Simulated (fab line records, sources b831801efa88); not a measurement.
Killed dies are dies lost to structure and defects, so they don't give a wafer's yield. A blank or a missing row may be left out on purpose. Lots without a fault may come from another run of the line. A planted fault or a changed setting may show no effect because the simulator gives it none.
fab line records | flow sky130
record lots=5 wafers=15 last_day=51
route steps=708 shown SONOS_TUNNEL@158 SONOS_ONO@168 PAD_OPEN@708
lots that met no fault: from a run of the same line without faults
start_h: hours from the record's first day to the start of the lot's first wafer shown | wait_h: hours since the lot's step before | " the same as in the row above | L1.1+2: a row that stands for several wafers | - no value, or no start given | * or withheld: withheld | < > ~ a bound
route shown NAME@n: a module of which the file shows steps, and the number in the route of the first | usual: mean/standard deviation of fault-free wafers | same: alike in all rows | chamber/n: place in a boat | sites: the reading at each site | _std_site: their standard deviation | _edge_site: outer sites' mean less inner sites' | radius_mm: how far each site lies from the wafer's centre | mask NAME#n: copy n | behind: the tool/chamber that last shaped the wafer | hold: why the lot was held/for how many hours/how that ended | device: the transistor (n, p or np) that didn't switch | end of line: the same wafers' tests at the end of the route | a step without rows: its recipe alone | killed: dies lost to structure and defects at the first sort, not the wafer's yield | map: a wafer's dies, x killed, . not, _ none there
set.NAME: the setting as run; set.NAME@STEP: as run at that earlier step | model.NAME: the simulator's own value behind a step, which no gauge read
lots at some steps of the route; a table a step, a row a wafer
## steps
# step SKY_SONOS_TUNNEL_EXPOSE_04
# recipe mask_id=TUNM na=0.6 source_shape=conventional sigma_outer=0.6 polarization=unpolarized target_cd_nm=410 dose_mj=136
# step SKY_SONOS_TUNNEL_PEB_05
# recipe temp_c=withheld time_s=* resist=NOVOLAK
# step SKY_SONOS_TUNNEL_DEVELOP_06
# recipe resist=NOVOLAK developer=TMAH develop_time_s=60 dev_temp_c=23
# step SKY_SONOS_TUNNEL_CD_MEAS_07
# recipe target_cd_nm=410
# usual cd_nm=410.3/2.4
# columns lot.wafer tool chamber start_h wait_h cd_nm
L927.2 cd_sem-01 - 276.54 0.1 412.8
L927.3 " - " " 412.4
L927.4 " - " " 413.6
L936.4 cd_sem-01 - 328.93 0.1 411.9
L936.5 " - " " 411.0
L936.6 " - " " 412.3
L943.1 cd_sem-02 - 387.46 0.1 411.1
L943.2 " - " " 411.9
L943.5 " - " " 413.4
L946.2 cd_sem-01 - 444.48 0.1 409.5
L946.4 " - " " 412.8
L946.5 " - " " 409.1
L948.3 cd_sem-01 - 458.71 0.1 411.4
L948.5 " - " " 413.3
L948.6 " - " " 410.7
# step SKY_SONOS_TUNNEL_OVL_MEAS_08
# usual SONOS_TUNNEL_OVL=0.7/1.4
# columns lot.wafer tool chamber start_h wait_h SONOS_TUNNEL_OVL[nm]
L927.2 overlay-01 - 276.65 0.1 -1.2
L927.3 " - " " -1.1
L927.4 " - " " -0.5
L936.4 overlay-01 - 329.00 0.1 1.0
L936.5 " - " " 0.1
L936.6 " - " " 0.1
L943.1 overlay-02 - 387.58 0.1 -1.5
L943.2 " - " " -0.3
L943.5 " - " " -0.4
L946.2 overlay-01 - 444.59 0.1 2.5
L946.4 " - " " 1.9
L946.5 " - " " 0.6
L948.3 overlay-01 - 458.80 0.1 2.4
L948.5 " - " " 1.3
L948.6 " - " " 1.8
# step SKY_SONOS_TUNNEL_IMPLANT_09
# recipe species=B energy_kev=20 dose_cm2=1e+12 tilt_deg=withheld
# step SKY_SONOS_TUNNEL_WET_ETCH_10
# recipe chemistry=dHF target_depth_nm=14 target=SiO2 dilution=100:1 temp_c=25 time_s=280
# step SKY_SONOS_TUNNEL_STRIP_11
# recipe chemistry=SPM time_s=600 temp_c=130
# step SKY_SONOS_TUNNEL_TW_MEAS_12
# usual SONOS_TUNNEL_TW=198.5/2.1
# columns lot.wafer tool chamber start_h wait_h SONOS_TUNNEL_TW
L927.2 film_metro-02 - 277.11 0.0 200.6
L927.3 " - " " 200.3
L927.4 " - " " 199.8
L936.4 film_metro-04 - 329.48 0.0 195.7
L936.5 " - " " 196.3
L936.6 " - " " 196.4
L943.1 film_metro-03 - 388.11 0.0 196.7
L943.2 " - " " 196.1
L943.5 " - " " 195.6
L946.2 film_metro-03 - 445.19 0.0 197.0
L946.4 " - " " 197.7
L946.5 " - " " 197.8
L948.3 film_metro-02 - 459.36 0.0 202.5
L948.5 " - " " 201.6
L948.6 " - " " 203.1
# step SKY_SONOS_TUNNEL_CLEAN_13
# recipe chemistry=dHF time_s=20 dilution=100:1 dry=ipa_marangoni
# step SKY_SONOS_ONO_OXIDATION_00
# recipe temp_c=800 ambient=O2 idle_temp_c=700 ramp_up_c_per_min=10 ramp_down_c_per_min=3 stabilise_s=600 purge_s=300 target_thk_a=26 ox_time_s=1249
# step SKY_SONOS_ONO_THK_MEAS_01
# recipe reads=SiO2_of_SONOS_ONO_OXIDATION_00
# usual SONOS_ONO_OXIDATION_THK=2.59/0.06
# columns lot.wafer tool chamber start_h wait_h SONOS_ONO_OXIDATION_THK[nm]
L927.2 film_metro-03 - 278.54 0.0 2.58
L927.3 " - " " 2.61
L927.4 " - " " 2.60
L936.4 film_metro-03 - 330.90 0.0 2.57
L936.5 " - " " 2.54
L936.6 " - " " 2.58
L943.1 film_metro-02 - 390.85 0.0 2.58
L943.2 " - " " 2.66
L943.5 " - " " 2.56
L946.2 film_metro-03 - 446.61 0.0 2.60
L946.4 " - " " 2.55
L946.5 " - " " 2.42
L948.3 film_metro-02 - 462.69 0.0 2.64
L948.5 " - " " 2.64
L948.6 " - " " 2.60
# step SKY_SONOS_ONO_CVD_02
# recipe material=Si3N4 precursor=DCS/NH3 target_thk_nm=10.5 temp_c=770 time_s=180 pressure_mtorr=250
# usual pressure_mtorr=250.1/0.51 susceptor_temp_C=769.9/0.36 zone_power_bottom_pct=21.4/1.3
# columns lot.wafer tool chamber start_h wait_h pressure_mtorr susceptor_temp_C zone_power_bottom_pct model.Si3N4_of_SONOS_ONO_CVD_02.thk_nm
L927.2 lpcvd-02 0 279.53 1.0 249.2 770.2 23.0 10.3
L927.3 " 0 " " 249.8 769.8 22.6 10.22
L927.4 " 0 " " 249.7 770.4 23.0 10.3
L936.4 lpcvd-02 0 330.93 0.0 200.2 769.5 22.6 9.96
L936.5 " 0 " " 200.0 770.3 22.6 9.909
L936.6 " 0 " " 199.9 770.0 23.2 9.823
L943.1 lpcvd-02 1 391.68 0.8 249.8 770.0 20.4 10.57
L943.2 " 1 " " 249.5 769.8 20.3 10.64
L943.5 " 1 " " 249.6 770.3 20.9 10.61
L946.2 lpcvd-02 0 446.66 0.0 250.7 769.6 22.4 10.43
L946.4 " 0 " " 249.9 769.9 22.9 10.44
L946.5 " 0 " " 250.3 770.1 22.8 10.55
L948.3 lpcvd-02 1 462.73 0.0 250.8 770.1 20.2 10.6
L948.5 " 1 " " 250.4 770.4 20.7 10.56
L948.6 " 1 " " 251.0 770.2 20.4 10.62
# step SKY_SONOS_ONO_THK_MEAS_03
# recipe reads=Si3N4_of_SONOS_ONO_CVD_02
# usual SONOS_ONO_CVD_02_THK=10.47/0.14
# columns lot.wafer tool chamber start_h wait_h hold SONOS_ONO_CVD_02_THK[nm]
L927.2 film_metro-03 - 280.59 0.0 - 10.31
L927.3 " - " " - 10.19
L927.4 " - " " - 10.23
L936.4 film_metro-01 - 332.01 0.0 await_dispo/0.2h/release 9.94
L936.5 " - " " await_dispo/0.2h/release 9.91
L936.6 " - " " await_dispo/0.2h/release 9.78
L936.4 film_metro-01 - 332.24 0.2 - 9.94
L936.5 " - " " - 9.92
L936.6 " - " " - 9.88
L943.1 film_metro-03 - 392.73 0.0 - 10.58
L943.2 " - " " - 10.66
L943.5 " - " " - 10.60
L946.2 film_metro-01 - 447.72 0.0 - 10.47
L946.4 " - " " - 10.46
L946.5 " - " " - 10.55
L948.3 film_metro-02 - 463.80 0.0 - 10.58
L948.5 " - " " - 10.58
L948.6 " - " " - 10.58
# step SKY_PAD_OPEN_PROBE_99
# usual killed_at_M0_to_M3=44/6.8 killed_at_M4_up=2.9/1.9 killed_at_contacts=24/5.2 killed_at_front_end=16/4.1 killed_at_other=0.4/0.74 killed_dies=88/9.1 killed_open=48/7.2 killed_short=39/5.6
# same gross_dies=492 killed_at_back_side=0
# columns lot.wafer tool chamber start_h wait_h killed_at_M0_to_M3 killed_at_M4_up killed_at_contacts killed_at_front_end killed_at_other killed_dies killed_open killed_short model.etest.cap_ono.gate_log10_a_cm2 model.etest.cap_ono.tox_acc_nm model.etest.sonos_programmed.vt_v model.etest.sonos_erased.vt_v model.etest.sonos_baked.vt_v model.etest.sonos_baked.vt_less_v
L927.2 prober-02 - 1094.17 0.1 42 2 27 12 0 83 45 38 -7.942 12.94 1.442 -2.327 0.9821 -0.4601
L927.3 prober-02 - 1094.22 0.2 40 2 27 14 0 83 46 37 -8.013 12.93 1.442 -2.215 0.9454 -0.4966
L927.4 prober-02 - 1094.27 0.2 41 6 29 19 0 95 52 40 -8.003 12.94 1.431 -2.248 0.9523 -0.4791
L936.4 prober-01 - 1133.43 0.2 42 4 22 12 0 80 51 29 -7.466 12.51 1.66 -2.441 1.092 -0.5684
L936.5 prober-01 - 1133.48 0.2 45 4 22 9 0 80 37 43 -7.475 12.48 1.628 -2.436 1.044 -0.5848
L936.6 prober-01 - 1133.53 0.2 38 8 29 10 2 87 47 40 -7.406 12.48 1.617 -2.371 1.085 -0.5323
L943.1 prober-02 - 1172.77 0.1 37 3 20 11 1 72 37 35 -7.998 12.93 1.485 -2.251 0.9307 -0.5547
L943.2 prober-02 - 1172.82 0.1 30 2 27 18 0 77 36 41 -8.079 12.91 1.479 -2.212 1 -0.4783
L943.5 prober-02 - 1172.97 0.2 39 3 26 7 0 75 40 35 -7.99 12.92 1.408 -2.215 0.9665 -0.4419
L946.2 prober-01 - 1199.98 0.1 50 1 18 17 0 86 41 45 -7.968 12.93 1.422 -2.255 0.976 -0.4459
L946.4 prober-01 - 1200.08 0.2 40 1 24 15 0 80 47 33 -7.944 12.84 1.475 -2.302 0.9109 -0.5643
L946.5 prober-01 - 1200.13 0.2 50 2 26 25 2 105 54 51 -7.96 12.87 1.418 -2.3 0.9186 -0.4997
L948.3 prober-01 - 1216.07 0.2 60 6 23 23 0 112 65 47 -8.134 12.97 1.402 -2.212 0.8799 -0.5223
L948.5 prober-01 - 1216.17 0.2 47 4 30 11 2 94 56 38 -8.076 13 1.422 -2.224 0.9433 -0.4784
L948.6 prober-01 - 1216.22 0.2 37 4 23 18 0 82 44 38 -8.04 12.97 1.383 -2.246 0.9169 -0.4661
# killed by level:class
L927.2 VIA1:geometric_particle:open=13 LI_CONTACT:geometric_particle:open=8 LOCAL_INTERCONNECT:geometric_particle:short=6 VIA2:geometric_particle:open=6 CONTACT:geometric_particle:open=6 METAL2:geometric_particle:short=6 POLY_GATE:geometric_particle:open=5 METAL1:geometric_particle:short=5
L927.3 VIA1:geometric_particle:open=12 CONTACT:geometric_particle:open=7 LI_CONTACT:geometric_particle:open=7 FIELD_ISO:geometric_particle:open=6 LI_CONTACT:geometric_particle:short=6 VIA2:geometric_particle:open=5 CONTACT:geometric_particle:short=4 VIA3:geometric_particle:open=4
L927.4 CONTACT:geometric_particle:open=12 VIA1:geometric_particle:open=10 VIA3:geometric_particle:open=7 LI_CONTACT:geometric_particle:open=7 POLY_GATE:geometric_particle:open=5 VIA1:geometric_particle:short=5 CONTACT:geometric_particle:short=5 METAL1:geometric_particle:short=5
L936.4 VIA3:geometric_particle:open=12 CONTACT:geometric_particle:open=10 VIA1:geometric_particle:open=7 VIA2:geometric_particle:open=5 LI_CONTACT:geometric_particle:open=4 METAL2:geometric_particle:short=4 FIELD_ISO:geometric_particle:open=3 FIELD_ISO:geometric_particle:short=3
L936.5 CONTACT:geometric_particle:open=8 VIA2:geometric_particle:open=7 CONTACT:geometric_particle:short=6 METAL2:geometric_particle:short=6 VIA3:geometric_particle:open=6 VIA1:geometric_particle:short=5 VIA3:geometric_particle:short=5 METAL1:geometric_particle:short=4
L936.6 CONTACT:geometric_particle:open=15 LI_CONTACT:geometric_particle:open=7 METAL2:geometric_particle:short=7 FIELD_ISO:geometric_particle:open=5 VIA2:geometric_particle:short=5 METAL4:geometric_particle:short=5 METAL1:geometric_particle:short=4 VIA1:geometric_particle:short=4
L943.1 VIA1:geometric_particle:open=9 CONTACT:geometric_particle:open=6 CONTACT:geometric_particle:short=5 VIA3:geometric_particle:open=5 VIA1:geometric_particle:short=4 VIA2:geometric_particle:open=4 SPACER:geometric_particle:short=3 LI_CONTACT:geometric_particle:open=3
L943.2 CONTACT:geometric_particle:open=11 LI_CONTACT:geometric_particle:open=6 CONTACT:geometric_particle:short=6 METAL2:geometric_particle:short=6 FIELD_ISO:geometric_particle:open=5 POLY_GATE:geometric_particle:short=5 VIA1:geometric_particle:open=5 METAL1:geometric_particle:short=4
L943.5 VIA1:geometric_particle:open=12 LI_CONTACT:geometric_particle:open=7 CONTACT:geometric_particle:open=7 METAL1:geometric_particle:short=7 LOCAL_INTERCONNECT:geometric_particle:short=5 VIA3:geometric_particle:open=5 LI_CONTACT:geometric_particle:short=4 CONTACT:geometric_particle:short=3
L946.2 CONTACT:geometric_particle:open=8 VIA2:geometric_particle:open=8 VIA3:geometric_particle:short=7 VIA3:geometric_particle:open=7 VIA1:geometric_particle:open=6 POLY_GATE:geometric_particle:short=5 METAL3:geometric_particle:short=5 METAL2:geometric_particle:short=4
L946.4 VIA2:geometric_particle:open=10 CONTACT:geometric_particle:open=9 LI_CONTACT:geometric_particle:open=7 VIA1:geometric_particle:open=7 VIA3:geometric_particle:open=6 CONTACT:geometric_particle:short=5 METAL1:geometric_particle:short=5 VIA1:geometric_particle:short=4
L946.5 LI_CONTACT:geometric_particle:open=10 VIA1:geometric_particle:open=10 FIELD_ISO:geometric_particle:open=8 VIA2:geometric_particle:open=7 METAL2:geometric_particle:short=7 FIELD_ISO:geometric_particle:short=6 VIA3:geometric_particle:open=6 CONTACT:geometric_particle:short=5
L948.3 VIA1:geometric_particle:open=17 METAL1:geometric_particle:short=12 LI_CONTACT:geometric_particle:open=9 VIA3:geometric_particle:open=8 VIA2:geometric_particle:open=7 CONTACT:geometric_particle:open=6 FIELD_ISO:geometric_particle:short=5 FIELD_ISO:geometric_particle:open=5
L948.5 VIA1:geometric_particle:open=14 LI_CONTACT:geometric_particle:open=9 CONTACT:geometric_particle:open=9 METAL2:geometric_particle:short=9 VIA2:geometric_particle:open=6 VIA3:geometric_particle:open=6 CONTACT:geometric_particle:short=5 FIELD_ISO:geometric_particle:short=4
L948.6 LI_CONTACT:geometric_particle:open=8 VIA1:geometric_particle:open=8 CONTACT:geometric_particle:short=6 VIA1:geometric_particle:short=5 VIA3:geometric_particle:open=5 CONTACT:geometric_particle:open=4 POLY_GATE:geometric_particle:short=4 METAL3:geometric_particle:short=4
## key
first_sign step=SKY_SONOS_ONO_CVD_02 reading=pressure_mtorr direction=down sigmas=98 usual=250.1 struck=200.0
effect step=SKY_SONOS_ONO_THK_MEAS_03 reading=visit direction=added
model_effect step=SKY_SONOS_ONO_CVD_02 value=Si3N4_of_SONOS_ONO_CVD_02.thk_nm without=10.58 struck=9.898
model_effect step=SKY_PAD_OPEN_PROBE_99 value=etest.cap_ono.gate_log10_a_cm2 without=-7.895 struck=-7.449
met_at SKY_SONOS_ONO_CVD_02
struck_wafers L936.4,L936.5,L936.6
tester_left_out L936
onset_between 279.53 330.93
fault kind=process_parameter_drift tool=lpcvd-02 chamber=0 onset_h=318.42 steps=SKY_SONOS_ONO_CVD_02 channel=pressure_mtorr offset=-50 shape=step end_h=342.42 acts_in=these_recipes_only stated=250
# tester_left_out: of these lots the tester's yield and bins aren't shown, on N5 and GAA mostly nor the transistor test; their killed dies are dies lost to structure and defects alone, not to doping, threshold or leakage, so they don't give the yield
